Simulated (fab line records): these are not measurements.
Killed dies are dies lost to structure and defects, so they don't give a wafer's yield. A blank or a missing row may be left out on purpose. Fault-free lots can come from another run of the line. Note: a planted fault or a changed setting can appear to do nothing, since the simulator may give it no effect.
Comparing a struck lot with a sound one :: flow sky130 :: 16 steps out of a route of 708
Sound: wafers L599.2, L599.3, L599.6. Struck: wafers L595.2, L595.4, L595.6. The cause is given at the end.
Per side, at each step with rows, come the tool, then ch with its chambers, and then its first start. Under that, the readings that differ: sound wafers :: struck wafers :: difference of the means :: sigmas: that difference in standard deviations of wafers without a fault.
alike: a reading whose means differ by less than 2 such deviations, as well as words and numbers matching on both sides. not compared: withheld readings; readings where some wafer has no value; bounds like >300 that might hide an equal value; numbers whose values overlap and for which the record gives no deviation.
Wherever a step has rows on one side only, a row that says differs or no value, or a row with sigmas, the two part there. Non-overlapping numbers with no deviation appear without sigmas and do not part them. A reading missing from all wafers of one side parts the sides only when that side holds two or more wafers.

SKY_LDD_P_OVL_MEAS_08:
  struck on overlay-02, day 23 17:14; sound on overlay-01, day 25 04:17
  alike: LDD_P_OVL
following that, these wafers have no rows for 1 step: SKY_LDD_P_IMPLANT_09.
SKY_LDD_P_STRIP_10: strips in O2/N2.
  sound on plasma asher-03 ch 0,1, day 25 04:28; struck on plasma asher-02 ch 0,1, day 23 17:25
  alike: drypump motor current A, oes product au, strip time to endpoint s
  not compared: rf hours counter h
SKY_LDD_P_TW_MEAS_11:
  struck on film metro-01, day 23 17:32; sound on film metro-03, day 25 04:35
reading: LDD_P_TW
sound: 636 630 634
struck: 647 645 646
difference: +13
sigmas: +3
then, 7 steps without rows for these wafers: SKY_LDD_HVN_DEHYDRATE_00 (time 60 s); SKY_LDD_HVN_HMDS_01 (prime time 60 s); SKY_LDD_HVN_COAT_02 (resist thk 300 nm); SKY_LDD_HVN_SOFTBAKE_03 (time 60 s); SKY_LDD_HVN_EXPOSE_04 (exposes mask HVNTM, target cd 700 nm); SKY_LDD_HVN_PEB_05; SKY_LDD_HVN_DEVELOP_06 (develop time 60 s).
SKY_LDD_HVN_OVL_MEAS_07:
  struck on overlay-01, day 24 23:16; sound on overlay-02, day 26 10:19
  alike: LDD_HVN_OVL
SKY_LDD_HVN_IMPLANT_08:
  sound on implanter-01 ch 0, day 26 10:23; struck on implanter-04 ch 0, day 24 23:19
reading: beam energy keV
sound: 59.975 59.965 60.003
struck: 40.881 40.890 40.882
difference: -19.097
sigmas: -99 or more

reading: model.implant.rp nm (nm)
sound: 58.12 58.12 58.12
struck: 37.35 37.35 37.35
difference: -20.77
sigmas: 

reading: model.implant.drp nm (nm)
sound: 28.15 28.15 28.15
struck: 20.3 20.3 20.3
difference: -7.8
sigmas: 
SKY_LDD_HVN_STRIP_09: strips in O2/N2.
  sound on plasma asher-04 ch 0, day 26 10:30; struck on plasma asher-04 ch 0,1, day 24 23:26
reading: strip time to endpoint s (s)
sound: 4.149 4.157 4.158
struck: 4.126 4.125 4.127
difference: -0.029
sigmas: -2
  alike: drypump motor current A, oes product au
  not compared: rf hours counter h
SKY_LDD_HVN_TW_MEAS_10:
  struck on film metro-01, day 24 23:46; sound on film metro-03, day 26 10:37
reading: LDD_HVN_TW
sound: 1427 1436 1435
struck: 1322 1318 1319
difference: -113
sigmas: -8
  not compared: hold
-- the record jumps here: 24 days lie between the struck wafers' starts before and after (it left off in module LDD_HVN and takes up again in module PAD_OPEN, whose first step shown is number 708 of the route) --
SKY_PAD_OPEN_PROBE_99:
  struck on prober-01, day 49 02:32; sound on prober-01, day 50 00:59
reading: model.etest.tip_n_5v.rs ohm sq
sound: 1368 1365 1370
struck: 1686 1676 1696
difference: +318
sigmas: 

reading: model.etest.nfet g5v0d10v5.r on ohm um
sound: 1864 1878 1858
struck: 1971 1951 1959
difference: +94
sigmas: 

reading: model.etest.nfet g5v0d10v5.drive ua um
sound: 610 603.9 615.3
struck: 577.5 578.1 577.4
difference: -32.1
sigmas: 

reading: model.etest.nfet g5v0d10v5.vt sat v (V)
sound: 0.7479 0.7669 0.7542
struck: 0.8006 0.8029 0.8057
difference: +0.0467
sigmas: 

reading: model.etest.nfet g5v0d10v5.vt v (V)
sound: 0.8067 0.8261 0.8129
struck: 0.8456 0.8466 0.8498
difference: +0.0321
sigmas: 
  alike: killed_at_M0_to_M3, killed_at_M4_up, killed at contacts, killed at front end, killed at other, killed dies, killed open, killed short
  not compared: model.etest.ring_5v.delay ps

## WHERE THEY PART
First at SKY_LDD_P_TW_MEAS_11; last, within this record, at SKY_LDD_HVN_TW_MEAS_10. Later steps at which nothing parts them and some readings are alike: SKY_PAD_OPEN_PROBE_99.

WHY: what had been put in by the simulator
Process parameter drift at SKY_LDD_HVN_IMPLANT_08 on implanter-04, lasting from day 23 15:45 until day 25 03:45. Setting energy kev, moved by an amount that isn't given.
